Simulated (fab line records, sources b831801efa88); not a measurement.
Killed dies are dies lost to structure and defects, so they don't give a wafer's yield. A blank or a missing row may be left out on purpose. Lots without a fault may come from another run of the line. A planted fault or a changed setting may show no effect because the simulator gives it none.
Which tool did it? | flow sky130 | 15 lots, 45 wafers sampled, at 4 steps of a route of 708

WHAT THE GAUGES READ, wafer by wafer
SKY_VIA3_THK_MEAS_01. Usual: VIA3_HDPCVD_THK 1631 nm, standard deviation 18.
lot  | measured     | on            | VIA3_HDPCVD_THK (nm) | flag
L307 | day 38 15:58 | film_metro-02 | 1611 1619 1629       |
L308 | day 38 22:58 | film_metro-02 | 1599 1621 1638       |
L309 | day 39 02:14 | film_metro-01 | 1641 1645 1643       |
L310 | day 39 13:30 | film_metro-01 | 1626 1664 1612       |
L312 | day 40 03:40 | film_metro-01 | 1654 1634 1604       |
L313 | day 40 10:49 | film_metro-04 | 1635 1663 1609       |
L314 | day 40 18:16 | film_metro-01 | 1607 1616 1637       |
L318 | day 42 07:37 | film_metro-04 | 1617 1619 1616       |
L322 | day 43 05:56 | film_metro-01 | 1639 1597 1626       |
L323 | day 43 15:40 | film_metro-01 | 1631 1630 1652       |
L324 | day 43 16:28 | film_metro-02 | 1638 1639 1637       |
L325 | day 43 21:39 | film_metro-02 | 1633 1636 1642       |
L327 | day 44 12:01 | film_metro-04 | 1647 1661 1650       |
L330 | day 45 05:32 | film_metro-02 | 1639 1670 1636       |
L329 | day 45 09:18 | film_metro-02 | 1625 1632 1645       |

SKY_METAL4_OVL_MEAS_14. Usual: METAL4_OVL 1 nm, standard deviation 4.9.
lot  | measured     | on         | METAL4_OVL (nm) | flag
L307 | day 41 19:38 | overlay-02 | -8 -2 -5        |
L308 | day 42 03:56 | overlay-01 | 0 -3 3          |
L309 | day 42 06:27 | overlay-02 | 5 8 4           |
L310 | day 42 15:09 | overlay-02 | 0 6 3           |
L312 | day 43 05:26 | overlay-02 | 5 1 -4          |
L313 | day 43 13:29 | overlay-02 | -4 0 -3         |
L314 | day 43 17:47 | overlay-02 | 5 5 3           |
L318 | day 45 05:45 | overlay-02 | 6 8 4           |
L322 | day 46 02:02 | overlay-01 | 1 1 -2          |
L323 | day 46 11:08 | overlay-01 | 9 0 8           |
L324 | day 46 11:30 | overlay-01 | -5 -7 -4        |
L325 | day 46 15:29 | overlay-02 | 7 -4 4          |
L327 | day 47 05:39 | overlay-01 | 4 1 -1          |
L330 | day 47 21:44 | overlay-01 | 0 3 5           |
L329 | day 48 00:03 | overlay-02 | 7 -1 1          |

WHICH TOOL RAN EACH LOT (tool, then ch and the chambers of the sampled wafers, then the start)
lot  | SKY_METAL4_SPUTTER_04        | SKY_CAP2M_STRIP_14
L307 | pvd_sputter-03, day 39 18:36 | plasma_asher-01 ch 0,1, day 40 19:50
L308 | pvd_sputter-04, day 40 04:11 | plasma_asher-03 ch 1, day 41 04:06
L309 | pvd_sputter-01, day 40 05:23 | plasma_asher-03 ch 0,1, day 41 06:11
L310 | pvd_sputter-03, day 40 15:40 | plasma_asher-03 ch 0,1, day 41 15:35
L312 | pvd_sputter-01, day 41 06:26 | plasma_asher-03 ch 0,1, day 42 06:05
L313 | pvd_sputter-04, day 41 12:55 | plasma_asher-03 ch 0,1, day 42 12:54
L314 | pvd_sputter-01, day 41 19:57 | plasma_asher-03 ch 0,1, day 42 18:32
L318 | pvd_sputter-01, day 43 09:03 | plasma_asher-02 ch 0,1, day 44 07:47
L322 | pvd_sputter-04, day 44 06:13 | plasma_asher-03 ch 0,1, day 45 04:11
L323 | pvd_sputter-01, day 44 15:55 | plasma_asher-02 ch 0,1, day 45 13:14
L324 | pvd_sputter-01, day 44 16:13 | plasma_asher-02 ch 0,1, day 45 13:53
L325 | pvd_sputter-03, day 44 21:53 | plasma_asher-01 ch 0,1, day 45 18:47
L327 | pvd_sputter-04, day 45 12:00 | plasma_asher-02 ch 1, day 46 09:15
L330 | pvd_sputter-03, day 46 04:52 | plasma_asher-03 ch 0,1, day 47 01:23
L329 | pvd_sputter-03, day 46 08:13 | plasma_asher-01 ch 0,1, day 47 04:15
- SKY_METAL4_SPUTTER_04: material TiN, target thk 70 nm, time 58.3 s.
- SKY_CAP2M_STRIP_14: strips in O2/N2.

WHAT THE TOOLS THEMSELVES READ (means of the sampled wafers that have a number; where no wafer has one, the mark that the record gives instead)
SKY_METAL4_SPUTTER_04. Usual: throttle_valve_pct 29.6 %, standard deviation 0.98.
lot  | tool           | throttle_valve_pct (%) | flag
L307 | pvd_sputter-03 | 31.0                   |
L308 | pvd_sputter-04 | 28.4                   |
L309 | pvd_sputter-01 | 29.5                   |
L310 | pvd_sputter-03 | 30.5                   |
L312 | pvd_sputter-01 | 29.2                   |
L313 | pvd_sputter-04 | 29.6                   |
L314 | pvd_sputter-01 | 29.2                   |
L318 | pvd_sputter-01 | 29.1                   |
L322 | pvd_sputter-04 | 28.7                   |
L323 | pvd_sputter-01 | 29.0                   |
L324 | pvd_sputter-01 | 29.5                   |
L325 | pvd_sputter-03 | 31.0                   |
L327 | pvd_sputter-04 | 29.6                   |
L330 | pvd_sputter-03 | 30.9                   |
L329 | pvd_sputter-03 | 30.8                   |

SKY_CAP2M_STRIP_14. Usual: drypump_motor_current_A 5.3 A, standard deviation 0.35; o2_flow_sccm 3000 sccm, standard deviation 8.7; oes_product_au 0.709 a.u., standard deviation 0.0046; strip_time_to_endpoint_s 12.65 s, standard deviation 0.04.
lot  | tool            | drypump_motor_current_A (A) | o2_flow_sccm (sccm) | oes_product_au (a.u.) | strip_time_to_endpoint_s (s) | flag
L307 | plasma_asher-01 | 5.3                         | 3007                | 0.708                 | 12.61                        |
L308 | plasma_asher-03 | 4.8                         | 2999                | 0.711                 | 12.62                        |
L309 | plasma_asher-03 | 5.2                         | 3000                | 0.707                 | 12.63                        |
L310 | plasma_asher-03 | 5.0                         | 3003                | 0.708                 | 12.67                        |
L312 | plasma_asher-03 | 5.0                         | 3194                | 0.712                 | 12.62                        | OFF
L313 | plasma_asher-03 | 5.2                         | 3403                | 0.711                 | 12.58                        | OFF
L314 | plasma_asher-03 | 5.0                         | 3204                | 0.709                 | 12.60                        | OFF
L318 | plasma_asher-02 | 5.8                         | 3001                | 0.708                 | 12.67                        |
L322 | plasma_asher-03 | 5.1                         | 3001                | 0.711                 | 12.66                        |
L323 | plasma_asher-02 | 5.7                         | 3003                | 0.710                 | 12.66                        |
L324 | plasma_asher-02 | 5.8                         | 3008                | 0.709                 | 12.69                        |
L325 | plasma_asher-01 | 5.2                         | 3006                | 0.707                 | 12.69                        |
L327 | plasma_asher-02 | 5.8                         | 3005                | 0.713                 | 12.73                        |
L330 | plasma_asher-03 | 5.2                         | 2999                | 0.712                 | 12.68                        |
L329 | plasma_asher-01 | 5.3                         | 2997                | 0.710                 | 12.58                        |

THE ANSWER, worked out from the rows above alone
Rule: a lot is off if the mean of its wafers that have a number lies more than 3 standard deviations from the usual mean. A lot without any number at a reading at which 4 lots or more have one is off too. The other lots that the step has rows for count as sound. The gauges are gone through in route order, then the tools' own readings, and for those a lot's mean is taken as printed above. The first step at which some lot is off is used, and at that step the reading that is off furthest; a lot without a number counts as furthest.
Off: L312, L313, L314, at SKY_CAP2M_STRIP_14 (o2_flow_sccm).
A tool fits if, at that step or a process step before it, it ran every lot that is off, and no sound lot after the first of them. None of those tried fits.

WHAT THE SIMULATOR HAD PUT IN
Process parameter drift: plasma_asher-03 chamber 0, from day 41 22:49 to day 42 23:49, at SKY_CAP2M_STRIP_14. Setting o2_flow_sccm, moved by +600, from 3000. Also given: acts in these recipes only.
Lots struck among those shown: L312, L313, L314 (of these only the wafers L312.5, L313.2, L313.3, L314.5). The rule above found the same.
